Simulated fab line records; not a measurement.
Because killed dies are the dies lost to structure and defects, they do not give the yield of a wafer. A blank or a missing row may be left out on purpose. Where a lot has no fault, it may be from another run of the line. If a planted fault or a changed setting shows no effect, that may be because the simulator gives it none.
Matching of chambers ; flow sky130 ; hdpcvd-02 running SKY_VIA4_HDPCVD_00: 3 sister chambers
The step deposits SiO2, target thk 1750 nm, time 291.7 s. 3 wafers are shown with their chamber, then 8 later ones without.

== EACH WAFER AND ITS CHAMBER ==
wafer;chamber;run-length-s (s)
L651.5;1;319.6
L652.2;2;319.2
L664.3;0;319.7

== WAFERS MISSING THEIR CHAMBER ==
wafer;run-length-s (s)
L664.4;319.4
L664.5;318.7
L668.2;319.4
L668.4;318.8
L668.5;319.1
L669.3;318.5
L669.5;320.2
L669.6;319.1

== CHAMBER TAKEN BY EACH ==
wafer;from the rows above;in truth
L664.4;can't be placed: 2 or 1 or 0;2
L664.5;can't be placed: 2 or 1 or 0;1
L668.2;can't be placed: 2 or 1 or 0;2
L668.4;can't be placed: 2 or 1 or 0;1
L668.5;can't be placed: 2 or 1 or 0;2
L669.3;can't be placed: 2 or 1 or 0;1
L669.5;can't be placed: 0 or 1 or 2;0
L669.6;can't be placed: 2 or 1 or 0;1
Correctly placed: 0 of 8. Not placeable from these rows: 8 (in 8, the candidates include the true chamber). Placed wrongly: 0.
How it was worked out, from the rows above alone: a wafer's distance from a chamber is the root of the sum, over the readings, of the square of ((its reading less the chamber's mean) divided by the reading's scatter). The wafer belongs to the nearest chamber; if the next one is less than 2 further off, it can't be placed. The mean given for a chamber averages the wafers shown for that chamber. The scatter: root of mean squared gap, hidden wafer to nearest shown wafer, with one shown wafer a chamber.
